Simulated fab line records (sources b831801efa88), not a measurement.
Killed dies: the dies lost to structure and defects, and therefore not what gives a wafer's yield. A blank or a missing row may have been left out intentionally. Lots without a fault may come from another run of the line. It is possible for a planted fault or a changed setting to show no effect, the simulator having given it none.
Matching of chambers	flow sky130	SKY_VIA3_CMP_24 on cmp-01 has 4 sister chambers
The step polishes, stops on SiO2, t overpolish 20 s, target thk 0 nm. 16 wafers are shown with their chamber, then 8 later ones without.

EACH WAFER AND ITS CHAMBER
wafer	chamber	motorCurrentA (A)	timeToEndpointS (s)	edgeZonePressureFrac
L078.2	1	10.6	95.2	1.003
L078.3	0	9.4	92.6	0.998
L078.4	2	8.4	92.7	0.992
L080.2	2	8.5	97.5	1.003
L080.3	0	9.5	94.9	0.996
L080.4	1	10.7	97.5	1.001
L081.1	3	10.4	97.9	0.996
L081.2	1	10.5	95.0	1.016
L081.4	0	9.0	92.4	0.995
L085.2	1	10.3	102.0	1.000
L085.4	0	9.2	95.3	0.997
L085.5	3	9.7	99.5	1.000
L086.2	3	10.3	101.7	1.004
L086.4	1	9.9	103.0	1.002
L086.5	3	10.4	102.0	1.002
L092.3	2	7.9	102.0	0.995

SIGNATURES (averages over the wafers above)
reading	chamber 0	chamber 1	chamber 2	chamber 3	scatter within a chamber
motorCurrentA	9.275	10.400	8.267	10.200	0.302
timeToEndpointS	93.800	98.540	97.400	100.275	3.14
edgeZonePressureFrac	0.99650	1.00440	0.99667	1.00050	0.00481
Rule: distance of a wafer from a chamber = root of the sum over the readings of ((wafer's reading minus chamber's mean) / reading's scatter) squared. The wafer belongs to the nearest chamber; if the next one is less than 2 further off, it can't be placed. How the scatter is found: for the shown wafers, subtract from each reading the mean of its chamber, square and add these, divide the total by (wafers less chambers), then take the root.

WAFERS MISSING THEIR CHAMBER
wafer	motorCurrentA (A)	timeToEndpointS (s)	edgeZonePressureFrac
L092.5	8.7	103.8	0.999
L092.6	11.0	100.1	1.007
L093.2	8.2	101.1	0.994
L093.3	9.9	100.4	1.000
L093.5	10.6	100.8	1.008
L096.3	10.2	96.6	1.003
L096.5	9.2	93.2	0.991
L096.6	10.5	97.0	0.999

WHICH CHAMBER EACH WENT THROUGH
wafer	from the rows above	in truth
L092.5	can't be placed: 2 or 0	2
L092.6	can't be placed: 1 or 3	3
L093.2	2	2
L093.3	can't be placed: 3 or 1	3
L093.5	can't be placed: 1 or 3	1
L096.3	can't be placed: 1 or 3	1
L096.5	0	0
L096.6	can't be placed: 1 or 3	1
Correct placement for 2 of the 8. Not placeable from these rows: 6 (in 6, the candidates include the true chamber). 0 placed wrongly.
